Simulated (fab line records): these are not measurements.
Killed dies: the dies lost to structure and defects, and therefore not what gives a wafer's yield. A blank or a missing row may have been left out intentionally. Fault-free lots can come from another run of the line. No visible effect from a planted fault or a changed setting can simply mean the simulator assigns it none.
The tool behind it: which one? -- flow sky130 -- Sampling: 14 lots, 42 wafers, 4 of 708 route steps

WHAT EACH GAUGE READ, for each wafer
SKY_VT_ADJUST_HVTR_CD_MEAS_07: the cd target is 380 nm.
lot,measured,on,cdNm (nm)
L585,day 9 09:53,cdSem-02,379.9 379.9 379.8
L587,day 9 22:43,cdSem-01,379.5 379.9 382.7
L588,day 10 13:51,cdSem-02,378.4 380.1 378.5
L589,day 10 16:53,cdSem-01,379.7 376.6 375.8
L590,day 10 19:04,cdSem-02,379.1 376.8 377.8
L591,day 11 15:22,cdSem-02,382.5 381.4 383.9
L593,day 11 18:40,cdSem-02,381.9 383.8 383.4
L598,day 13 16:08,cdSem-02,377.3 378.5 380.1
L599,day 13 16:43,cdSem-01,379.2 378.1 379.2
L602,day 14 20:01,cdSem-02,380.3 380.5 380.5
L603,day 15 01:29,cdSem-01,384.6 382.7 383.9
L604,day 15 20:41,cdSem-02,384.0 382.4 381.6
L607,day 16 01:46,cdSem-02,382.3 378.5 380.2
L608,day 17 00:17,cdSem-02,380.4 379.4 380.9

SKY_RES_PROTECT_TW_MEAS_08.
lot,measured,on,POLY_GATE_TW
L585,day 15 07:20,filmMetro-01,3981 4005 4000
L587,day 15 17:59,filmMetro-04,3996 3993 3994
L588,day 16 04:57,filmMetro-04,3943 3977 3992
L589,day 16 13:11,filmMetro-03,4042 4048 4023
L590,day 16 14:48,filmMetro-04,3953 3943 3942
L591,day 17 17:46,filmMetro-03,4018 4047 4030
L593,day 17 19:21,filmMetro-03,4058 4033 4034
L598,day 20 02:41,filmMetro-01,3979 3983 3994
L599,day 20 05:04,filmMetro-01,3976 3986 3996
L602,day 21 10:10,filmMetro-03,4031 4065 4073
L603,day 21 16:33,filmMetro-01,3997 3991 3988
L604,day 22 15:02,filmMetro-01,3998 3989 4013
L607,day 22 22:03,filmMetro-04,3966 3947 3951
L608,day 23 16:50,filmMetro-04,3972 3990 3971

SKY_POLY_GATE_THK_MEAS_21.
lot,measured,on,POLY_GATE_OXIDATION_THK (nm)
L585,day 16 19:34,filmMetro-02,4.08 4.04 4.10
L587,day 17 03:53,filmMetro-03,4.00 3.98 4.01
L588,day 17 14:20,filmMetro-04,4.02 3.99 3.91
L589,day 17 23:32,filmMetro-03,4.10 4.06 4.02
L590,day 18 02:11,filmMetro-02,3.84 3.85 3.82
L591,day 19 02:44,filmMetro-02,4.05 4.09 4.03
L593,day 19 05:31,filmMetro-02,4.03 4.03 4.08
L598,day 21 12:57,filmMetro-04,4.05 4.00 4.02
L599,day 21 15:00,filmMetro-04,4.02 3.96 4.03
L602,day 22 20:23,filmMetro-04,4.13 3.99 3.99
L603,day 23 03:13,filmMetro-02,4.05 3.96 4.02
L604,day 24 01:13,filmMetro-03,3.87 3.85 3.91
L607,day 24 07:21,filmMetro-04,3.94 3.96 3.92
L608,day 25 09:41,filmMetro-02,3.95 3.93 3.93

WHICH TOOL RAN EACH LOT (tool, then ch and the chambers of the sampled wafers, then the start)
lot,SKY_SONOS_ONO_WET_ETCH_18
L585,"wetBench-01 ch 1, day 12 21:02"
L587,"wetBench-04 ch 0, day 13 07:02"
L588,"wetBench-02 ch 2, day 13 18:12"
L589,"wetBench-04 ch 2, day 13 23:30"
L590,"wetBench-04 ch 2, day 14 00:35"
L591,"wetBench-01 ch 3, day 15 03:07"
L593,"wetBench-01 ch 1, day 15 04:03"
L598,"wetBench-04 ch 1, day 17 07:45"
L599,"wetBench-04 ch 1, day 17 09:30"
L602,"wetBench-02 ch 3, day 18 12:56"
L603,"wetBench-01 ch 2, day 18 21:30"
L604,"wetBench-04 ch 1, day 19 20:56"
L607,"wetBench-01 ch 3, day 20 02:29"
L608,"wetBench-04 ch 3, day 20 23:24"
- SKY_SONOS_ONO_WET_ETCH_18: etches Si3N4 in H3PO4, target depth 15 nm, time 172 s.

AS READ BY THE TOOLS THEMSELVES (means over the sampled wafers that have a number; for cases with no such wafer, the mark the record gives instead)
SKY_SONOS_ONO_WET_ETCH_18.
lot,tool,bathGuardTempC (C),bathHeatDutyPct (%)
L585,wetBench-01,158.9,22
L587,wetBench-04,160.2,24
L588,wetBench-02,159.4,27
L589,wetBench-04,160.5,27
L590,wetBench-04,160.5,27
L591,wetBench-01,160.3,28
L593,wetBench-01,158.8,23
L598,wetBench-04,-,-
L599,wetBench-04,-,-
L602,wetBench-02,160.1,30
L603,wetBench-01,159.1,35
L604,wetBench-04,160.0,26
L607,wetBench-01,160.4,28
L608,wetBench-04,159.7,31

THE ANSWER, worked out from the rows above alone
Rule: the usual values come from the lots themselves. The widest of any qualifying gaps counts: lots, ordered by their means at a reading, are off when they make up no more than a third of the lots, leave a main group of 4 or more, and stand apart from it by 3 or more times the standard deviation of that group's means. The tables above print the reading to a certain number of digits; a main group whose means all agree to those digits is not used. Also off: a lot with no number at a reading for which 4 or more lots have one. All remaining lots with rows at the step are treated as sound. First the gauges in route order, then the tools' own readings, where a lot's mean is used as printed above. At the first step where some lot is off, the reading lying furthest off is the one used; lots without a number count as furthest.
Off at SKY_SONOS_ONO_WET_ETCH_18 (bathGuardTempC): L598, L599. Without a number there: L598, L599. The main group: mean 159.8 C, standard deviation 0.6.
A tool fits if, at that step or a process step before it, it ran every lot that is off, and no sound lot after the first of them. Of those tried, none fits.

WHAT HAD BEEN PUT IN BY THE SIMULATOR
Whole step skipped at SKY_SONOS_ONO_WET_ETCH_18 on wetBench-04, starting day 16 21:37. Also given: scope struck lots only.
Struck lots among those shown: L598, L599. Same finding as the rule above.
